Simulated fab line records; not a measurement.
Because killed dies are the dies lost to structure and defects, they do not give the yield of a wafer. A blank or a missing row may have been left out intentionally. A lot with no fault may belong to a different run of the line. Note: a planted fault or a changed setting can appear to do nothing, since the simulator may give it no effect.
Problem report in the 8D (eight disciplines) form, filled by code -- flow sky130 -- the parts of the form that need people (team, actions taken, sign-off) are left out

== 1. WHAT IS WRONG ==
METAL2_ALCU_RS at SKY_METAL2_RS_MEAS_05 reads a mean of 0.0825 ohm/sq on 2 wafers of 2 lots; wafers without a fault read 0.1273 ohm/sq with a standard deviation of 0.0012. Relative to the usual mean, that is a shift of -37 standard deviations.
The step: measures by four-point-probe.
Seen first at day 39 10:08 on filmMetro-03, wafer L159.6. Wafers with a number at this step in the record: 30, from 10 lots. Rule for "out" (also "out of limits"): further than 4 standard deviations from the usual mean. The other wafers with a number count as sound.

== 2. WHAT IT IS; WHAT IT IS NOT ==
question,is,is not
which readings at this step,METAL2_ALCU_RS,-
which lots,"L159, L160","L142, L143, L144, L145, L148, L149, L163, L164"
which wafers of those lots,"L159.6, L160.5","L159.2, L159.3, L160.2, L160.6"
read on which gauges,"filmMetro-03, filmMetro-04",filmMetro-02
when,from day 39 10:08,"up to then (20 sound wafers); but 8 sound wafers of L160, L163, L164 came after"

== 3. THE SUSPECTS, EACH WITH WHAT RULES IT OUT ==
Counting: any tool at a process step up to the reading remains a suspect provided it ran every lot that is out. Sound lots after the first of them don't rule it out here, since some wafers of a struck lot are sound.
- the gauge at SKY_METAL2_RS_MEAS_05: ruled out. The wafers that are out were read on 2 gauges (filmMetro-03, filmMetro-04).
- pvdSputter-03 at SKY_METAL2_SPUTTER_02 (material AlCu, target thk 250 nm, time 13.3 s): kept. It processed each lot that is out (first: L159, day 39 10:02); up to then, its last sound lot is L145 (day 35 20:26).
The count leaves pvdSputter-03 at SKY_METAL2_SPUTTER_02.

== 4. THE CAUSE (what the simulator had put in) ==
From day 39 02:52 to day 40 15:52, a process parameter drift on pvdSputter-03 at SKY_METAL2_SPUTTER_02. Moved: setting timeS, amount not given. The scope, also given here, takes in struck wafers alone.
The count eliminated every tool but this one.

== 5. THE CHAIN OF EFFECTS, in route order ==
Each row: a reading where the mean over the struck wafers with a number is more than 3 standard deviations away from the usual. Readings are gone through only where the record gives a usual standard deviation; hours: the median, over the lots, of the time from a lot's start at the first step in this table giving one to that lot's start at this step; sigmas: the change measured in usual standard deviations.
hours,step,reading,usual,on struck wafers,change,sigmas
0,SKY_METAL2_RS_MEAS_05,METAL2_ALCU_RS,0.1273 ohm/sq,0.0825,-0.0448,-37
0,SKY_METAL2_THK_MEAS_06,METAL2_ALCU_THK,252.1 nm,385.0,+132.9,+49
24,SKY_METAL2_METAL_ETCH_19,oesProductAu,0.849 a.u.,0.988,+0.139,+23
247,SKY_PAD_OPEN_PROBE_99,defectLimitedYield,82.5 %,0.0,-82.5,-43
247,SKY_PAD_OPEN_PROBE_99,killed_at_M0_to_M3,44,454,+410,+62
247,SKY_PAD_OPEN_PROBE_99,killedDies,86,492,+406,+44
247,SKY_PAD_OPEN_PROBE_99,killedOnRim,17,96,+79,+21
247,SKY_PAD_OPEN_PROBE_99,sort_bin_5_function,10.3 %,92.4,+82.1,+59
247,SKY_PAD_OPEN_PROBE_99,sortNPass,406,0,-406,-44
247,SKY_PAD_OPEN_PROBE_99,sortYieldPct,82.5 %,0.0,-82.5,-43
Its process steps:
- SKY_METAL2_METAL_ETCH_19: etches the open film in Cl2/BCl3, stops on SiO2, target depth 360 nm, time 78 s.
- SKY_PAD_OPEN_PROBE_99

== 6. HOW IT WOULD HAVE BEEN CAUGHT EARLIER ==
The first out-of-limits reading at a measuring or inspecting step in this record came at day 39 10:08, 7 hours after the fault's start at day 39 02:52.
Tool readings at SKY_METAL2_SPUTTER_02 with a usual standard deviation given in the record: none out on any struck wafer, hence no alarm at a limit of 4 standard deviations on them.
Lots out: 2; of these, L160 started SKY_METAL2_SPUTTER_02 on pvdSputter-03 after day 39 10:08. A tool hold placed at that time would have kept it from harm.
